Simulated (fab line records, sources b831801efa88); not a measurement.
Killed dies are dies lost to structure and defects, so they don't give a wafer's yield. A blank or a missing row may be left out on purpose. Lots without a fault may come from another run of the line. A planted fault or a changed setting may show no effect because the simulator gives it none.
Chamber matching | flow sky130 | SKY_LI_CONTACT_ETCH_14 on rie_diel-01: 4 sister chambers
The step etches BARC in N2/H2, stops on SiO2, time 45.9 s, target depth 60 nm. 18 wafers are shown with their chamber, then 9 later ones without.

WAFERS WITH THEIR CHAMBER
wafer  | chamber | drypump_motor_current_A (A) | oes_product_au (a.u.) | throttle_valve_pct (%)
L310.1 | 1       | 5.3                         | 0.859                 | 13.219
L310.3 | 3       | 6.5                         | 0.858                 | 13.214
L310.5 | 3       | 6.5                         | 0.850                 | 13.224
L311.1 | 1       | 5.4                         | 0.857                 | 13.218
L311.4 | 2       | 6.2                         | 0.848                 | 13.249
L311.5 | 3       | 6.5                         | 0.865                 | 13.198
L314.1 | 1       | 5.4                         | 0.853                 | 13.222
L314.2 | 0       | 5.8                         | 0.852                 | 13.220
L314.3 | 2       | 6.2                         | 0.856                 | 13.234
L315.2 | 3       | 6.5                         | 0.855                 | 13.232
L315.5 | 2       | 6.2                         | 0.856                 | 13.205
L315.6 | 1       | 5.4                         | 0.861                 | 13.194
L320.1 | 2       | 6.2                         | 0.858                 | 13.214
L320.3 | 3       | 6.5                         | 0.859                 | 13.214
L320.5 | 3       | 6.4                         | 0.856                 | 13.221
L321.1 | 0       | 5.9                         | 0.852                 | 13.237
L321.3 | 1       | 5.4                         | 0.855                 | 13.217
L321.6 | 3       | 6.5                         | 0.866                 | 13.215

SIGNATURES (means of the wafers above)
reading                 | chamber 0 | chamber 1 | chamber 2 | chamber 3 | scatter within a chamber
drypump_motor_current_A | 5.850     | 5.380     | 6.200     | 6.486     | 0.0393
oes_product_au          | 0.85200   | 0.85700   | 0.85450   | 0.85843   | 0.00454
throttle_valve_pct      | 13.22850  | 13.21400  | 13.22550  | 13.21686  | 0.0134
Rule: a wafer's distance from a chamber is the root of the sum, over the readings, of the square of ((its reading less the chamber's mean) divided by the reading's scatter). The wafer belongs to the nearest chamber; if the next one is less than 2 further off, it can't be placed. The scatter: the root of (the sum of the squares of (reading less its chamber's mean) over the shown wafers, divided by (wafers less chambers)).

WAFERS WITHOUT THEIR CHAMBER
wafer  | drypump_motor_current_A (A) | oes_product_au (a.u.) | throttle_valve_pct (%)
L324.1 | 5.9                         | 0.856                 | 13.224
L324.3 | 6.5                         | 0.848                 | 13.245
L324.5 | 6.5                         | 0.847                 | 13.224
L328.3 | 5.4                         | 0.856                 | 13.222
L328.4 | 6.2                         | 0.847                 | 13.230
L328.6 | 5.4                         | 0.856                 | 13.245
L329.1 | 6.5                         | 0.857                 | 13.211
L329.2 | 5.3                         | 0.856                 | 13.228
L329.3 | 6.2                         | 0.854                 | 13.225

WHICH CHAMBER EACH WENT THROUGH
wafer  | from the rows above | in truth
L324.1 | 0                   | 0
L324.3 | 3                   | 3
L324.5 | 3                   | 3
L328.3 | 1                   | 1
L328.4 | 2                   | 2
L328.6 | 1                   | 1
L329.1 | 3                   | 3
L329.2 | 1                   | 1
L329.3 | 2                   | 2
Placed correctly: 9 of 9. Can't be placed from these rows: 0. Placed wrongly: 0.
